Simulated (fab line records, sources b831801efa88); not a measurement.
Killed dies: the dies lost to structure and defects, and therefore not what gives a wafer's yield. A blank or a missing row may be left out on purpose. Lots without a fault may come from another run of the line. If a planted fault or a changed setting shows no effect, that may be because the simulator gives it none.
Which of the tools did it? | flow gf180mcu | 39 wafers from 13 lots sampled at 3 of the route's 602 steps

== WHAT THE GAUGES SHOWED, per wafer ==
GF_HV_LDD_TW_MEAS_23.
lot  | measured     | on            | HV_LDD_2_TW
L925 | day 10 20:11 | film-metro-03 | 1051 1043 1048
L926 | day 11 01:41 | film-metro-03 | 1049 1038 1048
L928 | day 11 22:37 | film-metro-02 | 1326 1331 1315
L930 | day 12 12:48 | film-metro-04 | 1081 1083 1079
L931 | day 12 20:32 | film-metro-02 | 1310 1310 1309
L937 | day 13 23:18 | film-metro-04 | 1352 1358 1353
L938 | day 14 14:25 | film-metro-04 | 1080 1074 1082
L939 | day 14 14:31 | film-metro-02 | 1060 1057 1054
L940 | day 14 23:42 | film-metro-02 | 1064 1058 1061
L941 | day 15 07:37 | film-metro-02 | 1058 1052 1059
L944 | day 16 12:33 | film-metro-04 | 1089 1083 1085
L946 | day 16 21:53 | film-metro-02 | 1057 1057 1055
L945 | day 16 22:32 | film-metro-02 | 1059 1062 1059

GF_PSD_CD_MEAS_07: the cd target is 400 nm.
lot  | measured     | on        | cd-nm (nm)
L925 | day 13 16:20 | cd-sem-02 | 400.5 400.1 400.1
L926 | day 13 20:34 | cd-sem-02 | 397.1 396.5 395.8
L928 | day 14 20:41 | cd-sem-01 | 401.8 402.2 402.9
L930 | day 15 14:50 | cd-sem-01 | 399.4 396.9 400.4
L931 | day 15 20:07 | cd-sem-01 | 399.7 400.0 402.4
L937 | day 17 17:49 | cd-sem-01 | 400.5 400.0 399.8
L938 | day 18 14:11 | cd-sem-01 | 401.2 398.9 401.0
L939 | day 18 15:31 | cd-sem-01 | 402.6 403.4 403.6
L940 | day 19 01:19 | cd-sem-02 | 399.1 398.3 399.2
L941 | day 19 08:11 | cd-sem-01 | 401.0 401.3 400.3
L944 | day 20 09:26 | cd-sem-01 | 397.9 398.8 397.6
L946 | day 20 23:40 | cd-sem-02 | 402.1 400.4 401.2
L945 | day 20 23:46 | cd-sem-01 | 401.3 398.7 400.3

== WHAT TOOL EACH LOT RAN ON (gives the tool, then ch and the chambers of the sampled wafers, and finally the start) ==
lot  | GF_HV_LDD_IMPLANT_21
L925 | implanter-04 ch 0, day 10 19:56
L926 | implanter-04 ch 0, day 11 01:26
L928 | implanter-01 ch 0, day 11 21:50
L930 | implanter-01 ch 0, day 12 12:34
L931 | implanter-01 ch 0, day 12 19:59
L937 | implanter-01 ch 0, day 13 22:44
L938 | implanter-04 ch 0, day 14 14:10
L939 | implanter-01 ch 0, day 14 14:16
L940 | implanter-04 ch 0, day 14 23:27
L941 | implanter-01 ch 0, day 15 07:24
L944 | implanter-03 ch 0, day 16 12:18
L946 | implanter-04 ch 0, day 16 21:38
L945 | implanter-03 ch 0, day 16 22:17
- GF_HV_LDD_IMPLANT_21

== WHAT THE TOOLS THEMSELVES READ (means of the sampled wafers that have a number; where no wafer has one, the mark that the record gives instead) ==
GF_HV_LDD_IMPLANT_21.
lot  | tool         | beam-energy-keV | tilt-deg (degrees)
L925 | implanter-04 | 25.001          | 7.028
L926 | implanter-04 | 25.010          | 6.994
L928 | implanter-01 | 24.996          | 6.998
L930 | implanter-01 | 25.004          | 7.024
L931 | implanter-01 | 24.996          | 6.996
L937 | implanter-01 | 24.994          | 7.004
L938 | implanter-04 | 25.002          | 7.031
L939 | implanter-01 | 25.003          | 7.015
L940 | implanter-04 | 24.996          | 7.008
L941 | implanter-01 | 25.000          | 6.991
L944 | implanter-03 | 25.001          | 7.017
L946 | implanter-04 | 25.007          | 6.990
L945 | implanter-03 | 24.993          | 6.982

== THE ANSWER, worked out from the rows above alone ==
Rule: the lots themselves supply what counts as usual. Put in order of their means at a reading, lots are off if they are a third of the lots or fewer, leave a main group of 4 or more, and stand apart from it by a gap of 3 or more times the standard deviation of the main group's means; of several such gaps the widest counts. Not used: any main group whose means are identical at the precision the tables above print for the reading. A lot without any number at a reading at which 4 lots or more have one is off too. Where the step has rows for the other lots, those lots are counted as sound. After the gauges, taken in route order, come the tools' own readings; for these a lot's mean is taken, as printed above. At the first step where some lot is off, the reading lying furthest off is the one used; lots without a number count as furthest.
Off: L928, L931, L937, seen at GF_HV_LDD_TW_MEAS_23 (HV_LDD_2_TW). Main group: mean 1063, sd 13.
If a tool, at a process step before that reading, ran all the lots that are off and no sound lot after the first of them, it fits. Those tools and the gauges at GF_HV_LDD_TW_MEAS_23 are tried in the same way. No candidate that was tried fits.

== WHAT HAD BEEN PUT IN BY THE SIMULATOR ==
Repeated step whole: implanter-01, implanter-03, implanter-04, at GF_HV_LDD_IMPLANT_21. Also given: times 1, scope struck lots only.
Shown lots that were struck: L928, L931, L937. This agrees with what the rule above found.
